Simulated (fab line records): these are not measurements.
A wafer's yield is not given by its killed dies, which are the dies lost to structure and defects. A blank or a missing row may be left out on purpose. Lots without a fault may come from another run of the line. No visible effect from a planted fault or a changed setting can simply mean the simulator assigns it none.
Chamber matching / flow gf180mcu / GF_V3_ETCH_16 on rie-diel-03 has 4 sister chambers
The step etches BARC in N2/H2. 4 wafers are shown with their chamber, then 12 later ones without.

## WAFERS WITH THEIR CHAMBER
wafer=L081.2; chamber=3; drypump-motor-current-A (A)=6.2
wafer=L087.1; chamber=2; drypump-motor-current-A (A)=5.8
wafer=L087.3; chamber=0; drypump-motor-current-A (A)=6.3
wafer=L087.4; chamber=1; drypump-motor-current-A (A)=5.4

## WAFERS WITHOUT THEIR CHAMBER
wafer=L089.1; drypump-motor-current-A (A)=5.5
wafer=L089.3; drypump-motor-current-A (A)=5.8
wafer=L089.5; drypump-motor-current-A (A)=5.4
wafer=L092.2; drypump-motor-current-A (A)=6.3
wafer=L092.3; drypump-motor-current-A (A)=6.2
wafer=L092.6; drypump-motor-current-A (A)=6.2
wafer=L096.1; drypump-motor-current-A (A)=5.4
wafer=L096.2; drypump-motor-current-A (A)=6.2
wafer=L096.6; drypump-motor-current-A (A)=6.2
wafer=L097.1; drypump-motor-current-A (A)=5.4
wafer=L097.5; drypump-motor-current-A (A)=5.8
wafer=L097.6; drypump-motor-current-A (A)=6.2

## EACH ONE'S CHAMBER
wafer=L089.1; from the rows above=1; in truth=1
wafer=L089.3; from the rows above=2; in truth=2
wafer=L089.5; from the rows above=1; in truth=1
wafer=L092.2; from the rows above=0; in truth=0
wafer=L092.3; from the rows above=3; in truth=3
wafer=L092.6; from the rows above=3; in truth=3
wafer=L096.1; from the rows above=1; in truth=1
wafer=L096.2; from the rows above=3; in truth=3
wafer=L096.6; from the rows above=3; in truth=3
wafer=L097.1; from the rows above=1; in truth=1
wafer=L097.5; from the rows above=2; in truth=2
wafer=L097.6; from the rows above=3; in truth=3
Correctly placed: 12 of 12. Number that these rows cannot place: 0. Number placed wrongly: 0.
How it was worked out, from the rows above alone: a wafer's distance from a chamber is the root of the sum, over the readings, of the square of ((its reading less the chamber's mean) divided by the reading's scatter). If the next closest chamber is less than 2 further off than the closest, the wafer can't be placed; otherwise it belongs to the closest. Each chamber's mean is taken over the wafers shown for it. The scatter: with one shown wafer a chamber, the root of the mean of the squares of how far each hidden wafer lies from its nearest shown one.
